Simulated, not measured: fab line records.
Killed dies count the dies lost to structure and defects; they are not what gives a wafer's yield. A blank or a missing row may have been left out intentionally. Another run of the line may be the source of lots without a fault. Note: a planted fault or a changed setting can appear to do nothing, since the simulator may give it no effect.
A lot that was struck, set against a sound lot	flow sky130	17 out of 708 route steps
Sound: these wafers, L318.2, L318.3, L318.6. Struck: wafer L320.5. (L320.2, L320.6 of the same lot were not struck and are left out.) The cause comes at the end.
Per side, at each step with rows, come the tool, then ch with its chambers, and then its first start. Under that, the readings that differ: sound wafers	struck wafers	difference of the means	sigmas: that difference in standard deviations of wafers without a fault.
alike: same words and numbers on both sides, and readings whose means sit less than 2 such deviations apart. not compared: any withheld reading, any reading some wafer has no value for, any bound like >300 that may hide the same value, and any number with overlapping values for which the record gives no deviation.
The two part at a step that has a row with sigmas, a row that says differs or no value, or rows on one side only. When numbers do not overlap yet have no deviation, they are printed without sigmas and do not part them. A reading missing from all wafers of one side parts the sides only when that side holds two or more wafers.

first, 3 steps without rows for these wafers: SKY_VIA1_EXPOSE_09 (exposes mask VIM, target cd 150 nm); SKY_VIA1_PEB_10; SKY_VIA1_DEVELOP_11 (develop time 60 s).
SKY_VIA1_CD_MEAS_12: target cd 150 nm.
  struck on cdSem-01, day 35 15:29; sound on cdSem-01, day 34 19:41
  alike: cdNm
SKY_VIA1_OVL_MEAS_13:
  struck on overlay-02, day 35 15:35; sound on overlay-02, day 34 19:47
reading	sound	struck	difference	sigmas
VIA1_OVL (nm)	-10 -9 -8	1	+10	+2
SKY_VIA1_ETCH_14: etches BARC in N2/H2, stops on SiO2, time 45.9 s, target depth 60 nm.
  sound on rieDiel-02 ch 0,1,2, day 34 19:49; struck on rieDiel-03 ch 0, day 35 15:37
  alike: drypumpMotorCurrentA, h2FlowSccm, oesProductAu, throttleValvePct
  not compared: rfHoursCounterH
SKY_VIA1_ETCH_15: etches SiO2 in C4F8/O2/Ar, stops on TiN, target depth 351 nm, time 54 s.
  sound on rieDiel-02 ch 0,1,2, day 34 19:52; struck on rieDiel-03 ch 0, day 35 15:40
  alike: oesProductAu
  not compared: rfHoursCounterH
SKY_VIA1_STRIP_16: strips in O2/N2.
  sound on plasmaAsher-01 ch 0,1, day 34 19:55; struck on plasmaAsher-03 ch 1, day 35 15:43
  alike: drypumpMotorCurrentA, oesProductAu, stripTimeToEndpointS
  not compared: rfHoursCounterH
then, 3 steps without rows for these wafers: SKY_VIA1_STRIP_17 (strips in post etch residue remover, time 1200 s); SKY_VIA1_CLEAN_18 (cleans in IPA, time 180 s); SKY_VIA1_CLEAN_19 (cleans in O3/DIW).
SKY_VIA1_SPUTTER_20: material TiN, target thk 20 nm, time 80 s.
  struck on pvdSputter-04, day 35 16:38; sound on pvdSputter-03, day 34 20:34
  alike: throttleValvePct
SKY_VIA1_CVD_21: deposits W, target thk 270 nm, time 80.902 s.
  sound on cvdW-01 ch 1, day 34 20:40; struck on cvdW-01 ch 1, day 35 16:43
reading	sound	struck	difference	sigmas
model.W_of_VIA1_CVD_21.thkNm (nm)	262.5 267.4 266.4	247.1	-18.3	
  alike: heaterPowerW
SKY_VIA1_RS_MEAS_22: uses a four-point probe to measure.
  struck on filmMetro-03, day 35 16:49; sound on filmMetro-04, day 34 20:50
reading	sound	struck	difference	sigmas
VIA1_W_RS (ohm/sq)	0.438 0.430 0.432	0.467	+0.034	+7
SKY_VIA1_THK_MEAS_23: measures by xrf.
  struck on filmMetro-03, day 35 16:56; sound on filmMetro-04, day 34 20:56
reading	sound	struck	difference	sigmas
VIA1_W_THK (nm)	255 261 260	247	-12	-3
SKY_VIA1_CMP_24: polishes, stops on SiO2, t overpolish 15 s, target thk 0 nm.
  sound on cmp-01 ch 0,2, day 34 20:59; struck on cmp-01 ch 3, day 35 17:05
  alike: motorCurrentA, slurryFilterDpKPa
-- the record jumps here: 11 days lie between the struck wafers' starts before and after (it left off in module VIA1 and takes up again in module PAD_OPEN, whose first step shown is number 708 of the route) --
SKY_PAD_OPEN_PROBE_99:
  rows exist in the record for the struck wafers here (prober-01, day 47 04:31), but not for the sound ones

== WHERE THEY PART ==
Earliest at SKY_VIA1_OVL_MEAS_13; latest, in this record, at SKY_PAD_OPEN_PROBE_99.

WHY: whatever the simulator had introduced
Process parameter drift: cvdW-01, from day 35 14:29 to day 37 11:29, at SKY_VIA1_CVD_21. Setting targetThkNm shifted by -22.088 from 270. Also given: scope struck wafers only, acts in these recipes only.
